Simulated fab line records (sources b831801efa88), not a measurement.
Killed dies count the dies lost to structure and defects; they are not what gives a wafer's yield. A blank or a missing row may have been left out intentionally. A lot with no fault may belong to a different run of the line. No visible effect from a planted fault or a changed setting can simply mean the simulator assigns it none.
fab line records	flow sky130
record lots=12	wafers=36	last-day=51
route steps=708 shown LDD_LDN@301 SPACER@306 SD_P@331 SD_N@353
lots that met no fault: taken from a fault-free run of the same line
start-h: hours from the record's first day to the start of the lot's first wafer shown	wait-h: how many hours have passed since the lot's step before this one	" identical to the entry in the row above	L1.1+2: one row covering several wafers at once	- no value, or no start given	* or withheld: withheld	< > ~ a bound
route shown NAME@n: a module of which the file shows steps, and the number in the route of the first	usual: the fault-free wafers' mean and standard deviation	same: alike in all rows	chamber/n: place in a boat	sites: each site's reading	_std_site: standard deviation of those values	_edge_site: inner sites' mean taken away from outer sites' mean	radius-mm: how far each site lies from the wafer's centre	mask NAME#n: copy n	behind: the most recent tool/chamber to have shaped the wafer	hold: reason for holding the lot/hours on hold/outcome of the hold	device: which transistor (n, p or np) failed to switch	end of line: the same wafers' tests at the end of the route	for a step that has no rows: nothing shown but its recipe	killed: dies lost to structure and defects at the first sort, not the wafer's yield	map: dies across one wafer; x = killed, . = not, _ = none there
set.NAME: setting as actually run; set.NAME@STEP: the setting as run at that earlier step	model.NAME: the simulator's own value behind a step, which no gauge read
route steps across a sampled set of lots; one table per step, one row per wafer
services: the hour from which a tool's chamber was out of use, counted from the record's first day as start-h (under 0 if before that day), plus the number of hours and why
## steps
# step SKY_LDD_LDN_STRIP_12
# recipe chemistry=O2/N2	power-w=1400	pressure-mtorr=1500	platen-temp-c=withheld	o2-flow-sccm=3000	n2-flow-sccm=300	overash-fraction=0.5
# usual drypump-motor-current-A=5.9/0.52	oes-product-au=0.716/0.0045	strip-time-to-endpoint-s=14.18/0.048
lot.wafer	tool	chamber	start-h	wait-h	drypump-motor-current-A	oes-product-au	rf-hours-counter-h	strip-time-to-endpoint-s
L268.3	plasma-asher-03	1	559.80	0.1	6.3	0.711	-	14.20
L268.4	"	0	"	"	5.6	0.714	-	14.23
L268.5	"	1	"	"	6.2	0.720	-	14.19
L267.1	plasma-asher-04	0	560.98	0.1	5.9	0.717	68	14.25
L267.4	"	1	"	"	6.5	0.716	-	14.21
L267.5	"	0	"	"	5.9	0.716	-	14.23
L270.1	plasma-asher-04	1	583.02	0.1	6.5	0.720	70	14.11
L270.5	"	1	"	"	6.5	0.711	-	14.15
L270.6	"	0	"	"	5.9	0.723	-	14.16
L271.4	plasma-asher-03	1	589.42	0.1	6.2	0.715	-	14.19
L271.5	"	1	"	"	6.2	0.716	-	14.20
L271.6	"	0	"	"	5.6	0.718	-	14.23
L272.2	plasma-asher-04	1	597.62	0.1	6.5	0.712	71	14.16
L272.3	"	1	"	"	6.5	0.711	-	14.22
L272.4	"	0	"	"	5.9	0.722	-	14.18
L274.3	plasma-asher-02	1	626.35	0.1	4.7	0.712	-	14.24
L274.4	"	0	"	"	6.2	0.714	-	14.21
L274.6	"	1	"	"	4.8	0.713	-	14.26
L278.1	plasma-asher-03	0	660.93	0.1	5.6	0.715	51	14.19
L278.2	"	1	"	"	6.3	0.716	51	14.16
L278.5	"	0	"	"	5.6	0.710	-	14.15
L280.2	plasma-asher-02	1	682.63	0.1	4.7	0.720	100	14.25
L280.3	"	1	"	"	4.7	0.711	-	14.21
L280.4	"	0	"	"	6.2	0.718	-	14.26
L281.1	plasma-asher-03	1	691.83	0.1	6.2	0.713	55	14.19
L281.3	"	1	"	"	6.2	0.716	-	14.16
L281.6	"	0	"	"	5.6	0.715	-	14.21
L282.2	plasma-asher-03	0	695.02	0.1	5.6	0.715	55	14.11
L282.5	"	0	"	"	5.6	0.714	-	14.15
L282.6	"	1	"	"	6.2	0.722	-	14.10
L288.1	plasma-asher-03	0	727.99	0.1	5.6	0.711	58	14.23
L288.2	"	1	"	"	6.3	0.710	58	14.24
L288.5	"	0	"	"	5.6	0.713	-	14.26
L289.2	plasma-asher-03	0	738.07	0.1	5.6	0.719	59	14.19
L289.3	"	0	"	"	5.6	0.704	-	14.21
L289.5	"	1	"	"	6.3	0.718	-	14.20
# step SKY_SPACER_ETCHBACK_02
# recipe chemistry=CH3F/O2	target=Si3N4	stop-on=SiO2	source-w=400	bias-w=80	pressure-mtorr=25	ch3f-flow-sccm=40	O2_flow_sccm=30	time-s=46.7	target-depth-a=450
# usual bias-w=80.05/0.24	drypump-motor-current-A=5.8/0.59	oes-product-au=0.856/0.0065	throttle-valve-pct=10.562/0.0081
# same time-s=46.7
lot.wafer	tool	chamber	start-h	wait-h	bias-w	drypump-motor-current-A	oes-product-au	rf-hours-counter-h	throttle-valve-pct
L268.3	rie-diel-04	0	561.24	0.0	80.24	6.7	0.855	8	10.570
L268.4	"	3	"	"	80.21	5.0	0.866	29	10.563
L268.5	"	2	"	"	79.89	6.5	0.853	-	10.562
L267.1	rie-diel-02	3	562.46	0.1	80.07	5.3	0.865	2	10.551
L267.4	"	1	"	"	80.07	5.7	0.865	43	10.554
L267.5	"	2	"	"	80.02	6.4	0.866	-	10.554
L270.1	rie-diel-03	0	584.49	0.1	80.34	6.0	0.850	10	10.551
L270.5	"	1	"	"	79.93	5.5	0.859	-	10.581
L270.6	"	0	"	"	80.06	6.0	0.859	-	10.561
L271.4	rie-diel-04	1	590.86	0.0	80.17	6.5	0.859	59	10.568
L271.5	"	1	"	"	79.94	6.5	0.861	-	10.571
L271.6	"	0	"	"	80.46	6.6	0.851	-	10.568
L272.2	rie-diel-02	1	601.14	0.0	80.20	5.6	0.860	43	10.573
L272.3	"	2	"	"	79.81	6.4	0.851	2	10.571
L272.4	"	3	"	"	79.89	5.3	0.856	3	10.561
L274.3	rie-diel-04	3	629.04	0.0	80.14	4.9	0.859	30	10.573
L274.4	"	1	"	"	80.32	6.5	0.860	60	10.559
L274.6	"	1	"	"	79.82	6.5	0.855	-	10.560
L278.1	rie-diel-03	1	662.41	0.1	80.23	5.5	0.847	7	10.565
L278.2	"	3	"	"	80.26	5.1	0.841	9	10.564
L278.5	"	0	"	"	80.46	6.0	0.847	-	10.568
L280.2	rie-diel-02	1	684.11	0.0	79.85	5.6	0.853	45	10.570
L280.3	"	2	"	"	80.20	6.4	0.851	3	10.564
L280.4	"	3	"	"	79.76	5.3	0.854	5	10.543
L281.1	rie-diel-02	1	694.48	0.1	80.07	5.7	0.857	45	10.562
L281.3	"	2	"	"	80.34	6.4	0.848	3	10.565
L281.6	"	2	"	"	80.18	6.4	0.858	-	10.567
L282.2	rie-diel-04	1	696.52	0.0	79.90	6.5	0.857	0	10.552
L282.5	"	3	"	"	80.05	4.9	0.859	-	10.570
L282.6	"	0	"	"	79.72	6.7	0.858	-	10.573
L288.1	rie-diel-02	2	730.65	0.1	80.03	6.4	0.867	5	10.562
L288.2	"	3	"	"	80.42	5.3	0.866	6	10.552
L288.5	"	3	"	"	80.17	5.3	0.868	-	10.569
L289.2	rie-diel-04	1	739.58	0.0	79.56	6.5	0.859	1	10.573
L289.3	"	2	"	"	80.07	6.5	0.853	9	10.561
L289.5	"	3	"	"	80.08	4.9	0.863	-	10.567
# step SKY_SD_P_TW_MEAS_11
# usual SD_P_TW=2826/17
lot.wafer	tool	chamber	start-h	wait-h	SD_P_TW
L268.3	film-metro-02	-	623.41	0.1	2835
L268.4	"	-	"	"	2820
L268.5	"	-	"	"	2835
L267.1	film-metro-02	-	624.87	0.1	2838
L267.4	"	-	"	"	2833
L267.5	"	-	"	"	2841
L270.1	film-metro-02	-	645.52	0.1	2825
L270.5	"	-	"	"	2841
L270.6	"	-	"	"	2832
L271.4	film-metro-02	-	653.48	0.1	2834
L271.5	"	-	"	"	2827
L271.6	"	-	"	"	2835
L272.2	film-metro-02	-	662.70	0.1	2846
L272.3	"	-	"	"	2830
L272.4	"	-	"	"	2833
L274.3	film-metro-03	-	690.31	0.1	2814
L274.4	"	-	"	"	2823
L274.6	"	-	"	"	2814
L278.1	film-metro-01	-	722.94	0.1	2830
L278.2	"	-	"	"	2840
L278.5	"	-	"	"	2813
L280.2	film-metro-01	-	745.81	0.1	2807
L280.3	"	-	"	"	2814
L280.4	"	-	"	"	2811
L281.1	film-metro-02	-	756.99	0.1	2854
L281.3	"	-	"	"	2838
L281.6	"	-	"	"	2852
L282.2	film-metro-01	-	757.60	0.1	2816
L282.5	"	-	"	"	2813
L282.6	"	-	"	"	2807
L288.1	film-metro-03	-	791.52	0.1	2825
L288.2	"	-	"	"	2814
L288.5	"	-	"	"	2834
L289.2	film-metro-02	-	799.30	0.1	2834
L289.3	"	-	"	"	2823
L289.5	"	-	"	"	2845
# step SKY_SD_N_STRIP_11
# recipe chemistry=O2/N2	power-w=1400	pressure-mtorr=1500	platen-temp-c=withheld	o2-flow-sccm=3000	n2-flow-sccm=300	overash-fraction=0.5
# usual drypump-motor-current-A=5.9/0.48	oes-product-au=0.528/0.0046	strip-time-to-endpoint-s=22.55/0.047
lot.wafer	tool	chamber	start-h	wait-h	drypump-motor-current-A	oes-product-au	rf-hours-counter-h	strip-time-to-endpoint-s
L268.3	plasma-asher-04	0	685.04	0.1	5.9	0.528	-	22.54
L268.4	"	1	"	"	6.5	0.522	-	22.58
L268.5	"	0	"	"	5.9	0.526	-	22.64
L267.1	plasma-asher-04	0	686.30	0.1	5.9	0.527	80	22.55
L267.4	"	1	"	"	6.5	0.527	-	22.48
L267.5	"	1	"	"	6.5	0.523	-	22.54
L270.1	plasma-asher-02	1	707.51	0.1	4.7	0.515	102	22.49
L270.5	"	1	"	"	4.7	0.521	-	22.53
L270.6	"	0	"	"	6.2	0.524	-	22.50
L271.4	plasma-asher-02	0	712.98	0.1	6.2	0.532	-	22.62
L271.5	"	1	"	"	4.7	0.533	-	22.61
L271.6	"	0	"	"	6.2	0.522	-	22.58
L272.2	plasma-asher-02	0	724.09	0.1	6.2	0.530	104	22.60
L272.3	"	1	"	"	4.7	0.525	-	22.58
L272.4	"	0	"	"	6.2	0.531	-	22.58
L274.3	plasma-asher-04	1	751.77	0.1	6.5	0.529	-	22.52
L274.4	"	0	"	"	5.9	0.538	-	22.56
L274.6	"	1	"	"	6.5	0.533	-	22.53
L278.1	plasma-asher-04	1	784.44	0.1	6.5	0.579	92	19.28
L278.2	"	0	"	"	5.9	0.574	92	19.31
L278.5	"	0	"	"	5.9	0.587	-	19.30
L280.2	plasma-asher-03	0	805.39	0.1	5.6	0.531	65	22.68
L280.3	"	1	"	"	6.3	0.532	-	22.58
L280.4	"	0	"	"	5.6	0.536	-	22.66
L281.1	plasma-asher-04	0	813.60	0.1	5.9	0.580	95	19.30
L281.3	"	0	"	"	5.9	0.576	-	19.32
L281.6	"	0	"	"	5.9	0.578	-	19.32
L282.2	plasma-asher-04	0	815.00	0.1	5.9	0.574	96	19.29
L282.5	"	1	"	"	6.5	0.580	-	19.31
L282.6	"	0	"	"	5.9	0.588	-	19.30
L288.1	plasma-asher-03	1	844.14	0.1	6.3	0.521	70	22.49
L288.2	"	0	"	"	5.6	0.522	70	22.53
L288.5	"	1	"	"	6.3	0.523	-	22.51
L289.2	plasma-asher-03	1	851.86	0.1	6.3	0.526	71	22.62
L289.3	"	0	"	"	5.6	0.517	-	22.68
L289.5	"	1	"	"	6.3	0.533	-	22.63
## services
tool	chamber	start-h	hours	kind
plasma-asher-04	-	574.31	4.3	pm
plasma-asher-03	-	577.25	0.3	repair
rie-diel-03	3	579.02	6.8	repair
rie-diel-02	-	645.96	2.8	pm
rie-diel-02	0	649.47	8.4	repair
plasma-asher-03	-	654.46	1.9	repair
rie-diel-04	1	669.23	-	clean
rie-diel-04	1	669.23	17.8	scheduled-down
rie-diel-04	1	669.23	17.8	vent-cycle
plasma-asher-02	-	685.75	4.7	repair
rie-diel-03	0	725.29	1.2	repair
plasma-asher-03	-	725.99	1.6	repair
plasma-asher-02	-	733.75	9.0	pm
plasma-asher-02	0	733.75	9.0	vent-cycle
plasma-asher-02	1	733.75	9.0	vent-cycle
rie-diel-04	0	737.64	5.2	repair
rie-diel-02	1	740.16	-	clean
rie-diel-02	1	740.16	17.2	scheduled-down
rie-diel-02	1	740.16	17.2	vent-cycle
rie-diel-04	1	759.73	6.2	repair
plasma-asher-03	-	763.29	14.6	pm
plasma-asher-02	-	766.30	76.3	repair
rie-diel-03	-	796.17	4.5	repair
plasma-asher-02	-	845.56	7.7	repair
## key
first-sign step=SKY_SD_N_STRIP_11	reading=strip-time-to-endpoint-s	direction=down	sigmas=69	usual=*	struck=*
effect step=SKY_SD_N_STRIP_11	reading=oes-product-au	direction=up	sigmas=11	usual=0.528	struck=0.580
met-at SKY_SD_N_STRIP_11
struck-lots L278,L281,L282
tester-left-out L278,L281,L282
not-acting-at SKY_LDD_LDN_STRIP_12,SKY_SPACER_ETCHBACK_02,SKY_SD_P_TW_MEAS_11
onset-between 751.77 784.44
fault kind=process-parameter-drift	tool=plasma-asher-04	chamber=-	onset-h=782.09	steps=SKY_SD_N_STRIP_11	channel=power-w	offset=*	shape=step	end-h=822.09	acts-in=*	stated=*
# tester-left-out: of these lots the tester's yield and bins aren't shown, on N5 and GAA mostly nor the transistor test; their killed dies are dies lost to structure and defects alone, not to doping, threshold or leakage, so they don't give the yield
